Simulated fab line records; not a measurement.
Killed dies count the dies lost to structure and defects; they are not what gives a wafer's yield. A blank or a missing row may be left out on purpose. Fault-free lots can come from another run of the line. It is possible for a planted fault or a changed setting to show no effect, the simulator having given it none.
One fault through the eyes of 2 desks | flow sky130 | every desk sees just its own numbers, and what lay behind them comes last

== FOR THE TOOL OWNER'S DESK: rie diel-01 ==
The tool's own readings at SKY_VIA3_ETCH_14 (etches BARC in N2/H2, stops on SiO2, time 45.9 s, target depth 60 nm): means of the sampled wafers that have a number, for each lot that ran on this tool. The brackets show how far a lot's mean lies from the usual mean; more than 4 standard deviations puts the lot out of limits, marked OUT.
Columns: A = bias w at SKY_VIA3_ETCH_14, usual 99.96 W; B = drypump motor current A at SKY_VIA3_ETCH_14, usual 5.9 A; C = oes product au at SKY_VIA3_ETCH_14, usual 0.855 a.u.; D = rf fwd power W at SKY_VIA3_ETCH_14, usual 494.3 W; E = throttle valve pct at SKY_VIA3_ETCH_14, usual 13.225 %
lot  | first seen here | A      | B   | C     | D               | E
L260 | day 41 09:19    | 100.03 | 5.7 | 0.853 | 494.3           | 13.227
L263 | day 41 22:52    | 99.58  | 5.8 | 0.856 | 495.2           | 13.220
L267 | day 43 00:55    | 99.94  | 5.5 | 0.860 | 573.6 (+36) OUT | 13.226
L268 | day 43 06:16    | 99.94  | 5.6 | 0.856 | 574.7 (+37) OUT | 13.231
L269 | day 43 10:28    | 100.08 | 5.7 | 0.857 | 575.8 (+37) OUT | 13.237
L278 | day 46 05:46    | 100.16 | 5.5 | 0.854 | 493.1           | 13.227
L279 | day 46 06:28    | 100.00 | 5.6 | 0.856 | 494.1           | 13.231
Finding of this desk: L267, L268, L269 out of limits; the first was L267 at day 43 00:55, on rf fwd power W at SKY_VIA3_ETCH_14. Within limits: L260, L263, L278, L279.

== FROM THE METROLOGY DESK ==
Lot by lot, what the gauges showed, no matter which tool ran the lot: averages of those sampled wafers that carry a number. The brackets show how far a lot's mean lies from the usual mean; more than 4 standard deviations puts the lot out of limits, marked OUT.
Columns: A = METAL3_OVL at SKY_METAL3_OVL_MEAS_14, usual 3 nm
lot  | first seen here | A
L256 | day 38 12:33    | 11
L258 | day 39 11:16    | 3
L260 | day 40 08:08    | -2
L263 | day 40 21:19    | 1
L267 | day 41 23:50    | 2
L268 | day 42 05:17    | 7
L269 | day 42 09:53    | 7
L274 | day 43 19:58    | -5
L276 | day 44 04:26    | 6
L278 | day 45 06:04    | 7
L279 | day 45 06:37    | 4
This desk's finding: nothing out of limits on any of the 11 lots.

== ALL TOGETHER ==
On L267, L268, L269, at day 43 00:55, an alarm was possible from the tool owner's desk.
Metrology desk: nothing out of limits seen.
The metrology desk holds a record of L267, L268, L269, inside its limits.
Every lot named ran SKY_VIA3_ETCH_14 on rie diel-01.

== WHAT HAD BEEN PUT IN BY THE SIMULATOR ==
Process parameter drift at SKY_VIA3_ETCH_14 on rie diel-01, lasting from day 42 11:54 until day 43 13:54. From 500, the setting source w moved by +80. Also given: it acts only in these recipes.
Shown lots that were struck: L267, L268, L269.
Time in hours from fault onset to the first out-of-limits reading at each desk: the tool owner's desk, 13.
